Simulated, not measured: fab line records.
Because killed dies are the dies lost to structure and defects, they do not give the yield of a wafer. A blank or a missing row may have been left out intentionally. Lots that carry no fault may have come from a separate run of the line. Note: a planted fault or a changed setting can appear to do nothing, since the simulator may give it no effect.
A struck lot beside a sound one	flow gf180mcu	18 steps out of a route of 602
Sound: wafers L148.1, L148.4, L148.6. The struck wafers were L159.3, L159.6. The cause is given at the end.
For every step that has rows: the tool of each side, followed by ch and its chambers, followed by its first start. Under that, the readings that differ: sound wafers	struck wafers	difference of the means	sigmas: that difference in standard deviations of wafers without a fault.
alike: readings with means less than 2 such deviations apart, plus words and numbers identical on both sides. not compared: withheld readings, readings lacking a value on some wafer, bounds such as >300 that could conceal the same value, and numbers that have no deviation in the record and whose values overlap.
Wherever a step has rows on one side only, a row that says differs or no value, or a row with sigmas, the two part there. Numbers that don't overlap but have no deviation are shown without sigmas and don't part them. Lack of a reading on every wafer of one side parts them only where that side has two or more wafers.

first, 3 steps without rows for these wafers: GF_V5_EXPOSE_11 (exposes mask Via5, target cd 260 nm); GF_V5_PEB_12 (peb time 90 s); GF_V5_DEVELOP_13 (develop time 60 s).
GF_V5_CD_MEAS_14: target cd 260 nm.
  sound on cd sem-02, day 28 11:40; struck on cd sem-02, day 32 05:25
  alike: cd nm
GF_V5_OVL_MEAS_15:
  sound on overlay-01, day 28 11:47; struck on overlay-01, day 32 05:31
  alike: V5_OVL
GF_V5_ETCH_16: etches BARC in N2/H2.
  sound on rie diel-02 ch 0,1, day 28 11:49; struck on rie diel-01 ch 0,1, day 32 05:32
  alike: drypump motor current A, n2 flow sccm, oes product au, throttle valve pct
GF_V5_ETCH_17: etches SiO2 in C4F8/O2/Ar, stops on TiN, target depth 855 nm.
  sound on rie diel-02 ch 0,1; struck on rie diel-01 ch 0,1
  alike: oes product au
GF_V5_STRIP_18: strips in O2/N2.
  sound on plasma asher-01 ch 0,1, day 28 11:58; struck on plasma asher-04 ch 0,1, day 32 05:43
  alike: drypump motor current A, heater power w, n2 flow sccm, oes product au
  not compared: rf hours counter h
then, 2 steps without rows for these wafers: GF_V5_STRIP_19 (strips in post etch residue remover, time 1200 s); GF_V5_CLEAN_20 (cleans in DIW).
GF_V5_SPUTTER_21: material Ti, target thk 15 nm, time 80.02 s.
  sound on pvd sputter-03, day 28 12:36; struck on pvd sputter-03, day 32 06:13
  alike: throttle valve pct
then, 1 step without rows for these wafers: GF_V5_SPUTTER_22 (material TiN, target thk 10 nm, time 40 s).
GF_V5_CVD_23: deposits W, target thk 350 nm, time 104.9 s.
  sound on cvd w-02 ch 0,1, day 28 12:42; struck on cvd w-01 ch 0,1, day 32 06:22
reading	sound	struck	difference	sigmas
model.W_of_V5_CVD_23.thk nm (nm)	350.5 351.6 357.7	503.6 512.3	+154.7	
  alike: chamber pressure Torr, heater power outer w, heater power w
  not compared: since wet clean h
GF_V5_RS_MEAS_24: uses a four-point probe to measure.
  sound on film metro-03, day 28 12:49; struck on film metro-03, day 32 06:28
reading	sound	struck	difference	sigmas
V5_W_RS (ohm/sq)	0.327 0.326 0.320	0.226 0.223	-0.100	-17
GF_V5_THK_MEAS_25: measures by xrf.
  sound on film metro-03, day 28 12:56; struck on film metro-03, day 32 06:34
reading	sound	struck	difference	sigmas
V5_W_THK (nm)	354 355 363	513 522	+160	+24
GF_V5_CMP_26: polishes, stops on SiO2, t overpolish 15 s, target thk 0 nm.
  sound on cmp-02 ch 2,3, day 28 12:59; struck on cmp-02 ch 0, day 32 07:09
reading	sound	struck	difference	sigmas
time to endpoint s (s)	80 81 84	118 120	+37	+11
  alike: motor current A
GF_TOP_METAL_SPUTTER_00: material Ti, target thk 37.5 nm, time 150 s.
  sound on pvd sputter-04, day 28 13:17; struck on pvd sputter-03, day 32 07:27
  alike: throttle valve pct
then, 1 step without rows for these wafers: GF_PASSIVATION_PROBE_99.

WHERE THEY PART
First at GF_V5_RS_MEAS_24; last, within this record, at GF_V5_CMP_26. Later steps at which nothing parts them and some readings are alike: GF_TOP_METAL_SPUTTER_00.

WHY: what had been put in by the simulator
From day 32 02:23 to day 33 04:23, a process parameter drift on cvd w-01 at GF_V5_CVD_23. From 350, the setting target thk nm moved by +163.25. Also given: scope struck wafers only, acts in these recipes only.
